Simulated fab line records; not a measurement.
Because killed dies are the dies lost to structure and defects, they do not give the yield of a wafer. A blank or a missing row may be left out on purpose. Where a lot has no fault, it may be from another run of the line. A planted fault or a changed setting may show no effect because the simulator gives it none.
A struck lot beside a sound one || flow gf180mcu || 15 steps out of a route of 602
Sound: these wafers, L887.2, L887.4, L887.5. Struck: wafer L893.3 (left out: L893.1, L893.6 of the same lot, which were not struck); the cause appears at the end.
At each step with rows: each side's tool, then ch and its chambers, then its first start. Under that, the readings that differ: sound wafers || struck wafers || difference of the means || sigmas: that difference in standard deviations of wafers without a fault.
alike: same words and numbers on both sides, and readings whose means sit less than 2 such deviations apart. not compared: any withheld reading, any reading some wafer has no value for, any bound like >300 that may hide the same value, and any number with overlapping values for which the record gives no deviation.
A row with sigmas, a row that says differs or no value, or rows on one side alone: a step with any of these is where the two part. Non-overlapping numbers with no deviation appear without sigmas and do not part them. A reading missing from all wafers of one side parts the sides only when that side holds two or more wafers.

GF_M2_SPUTTER_04: material TiN, target thk 50 nm, time 41.7 s.
  struck on pvd sputter-03, day 21 16:01; sound on pvd sputter-02, day 19 13:52
  alike: chamber pressure pa, throttle valve pct
GF_M2_RS_MEAS_05: measurement is done with a four-point probe.
  struck on film metro-03, day 21 16:03; sound on film metro-01, day 19 13:56
  alike: M2_ALCU_RS
GF_M2_THK_MEAS_06: measures by xrf.
  struck on film metro-03, day 21 16:10; sound on film metro-01, day 19 14:02
  alike: M2_ALCU_THK
then, 7 steps without rows for these wafers: GF_M2_DEHYDRATE_07 (time 60 s); GF_M2_HMDS_08 (prime time 60 s); GF_M2_COAT_09 (resist thk 1000 nm); GF_M2_SOFTBAKE_10 (time 60 s); GF_M2_EXPOSE_11 (exposes mask Metal2, target cd 280 nm); GF_M2_PEB_12 (peb time 90 s); GF_M2_DEVELOP_13 (develop time 60 s).
GF_M2_CD_MEAS_14: target cd 280 nm.
  struck on cd sem-01, day 22 15:52; sound on cd sem-01, day 20 14:10
  alike: cd nm
GF_M2_OVL_MEAS_15:
  struck on overlay-01, day 22 15:59; sound on overlay-01, day 20 14:17
  alike: M2_OVL
GF_M2_METAL_ETCH_16: etches the open film in Cl2/BCl3, stops on SiO2, target depth 750.8 nm, time 125.1 s.
  sound on rie metal-03 ch 0, day 20 14:21; struck on rie metal-03 ch 0, day 22 16:01
{"reading": "oes product au (a.u.)", "sound": "0.994 0.992 0.996", "struck": 0.802, "difference": -0.192, "sigmas": -36}
{"reading": "throttle valve pct (%)", "sound": "28.245 28.214 28.226", "struck": 28.433, "difference": "+0.205", "sigmas": "+22"}
{"reading": "model.KrF_of_M2_COAT_09.thk nm (nm)", "sound": "685.4 685.5 685.7", "struck": 772.7, "difference": "+87.2", "sigmas": ""}
  alike: bias w, drypump motor current A
  not compared: rf hours counter h
GF_M2_STRIP_17: strips in O2/N2.
  sound on plasma asher-02 ch 0,1, day 20 14:34; struck on plasma asher-04 ch 1, day 22 16:09
{"reading": "drypump motor current A (A)", "sound": "6.5 5.7 6.5", "struck": 5.5, "difference": -0.7, "sigmas": -2}
{"reading": "heater power w (W)", "sound": "328 313 338", "struck": 286, "difference": -40, "sigmas": -2}
{"reading": "oes product au (a.u.)", "sound": "0.538 0.542 0.538", "struck": 0.575, "difference": "+0.036", "sigmas": "+6"}
{"reading": "strip time to endpoint s (s)", "sound": "7.38 7.39 7.38", "struck": 8.25, "difference": "+0.87", "sigmas": "+13"}
  not compared: rf hours counter h
then, 1 step without rows for these wafers: GF_M2_STRIP_18 (strips in post etch residue remover, time 1200 s).

WHERE THEY PART
At GF_M2_METAL_ETCH_16 first; at GF_M2_STRIP_17 last (within this record only).

WHY: what had been put in by the simulator
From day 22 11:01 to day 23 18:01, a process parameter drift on rie metal-03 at GF_M2_METAL_ETCH_16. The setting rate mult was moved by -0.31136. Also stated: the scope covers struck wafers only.
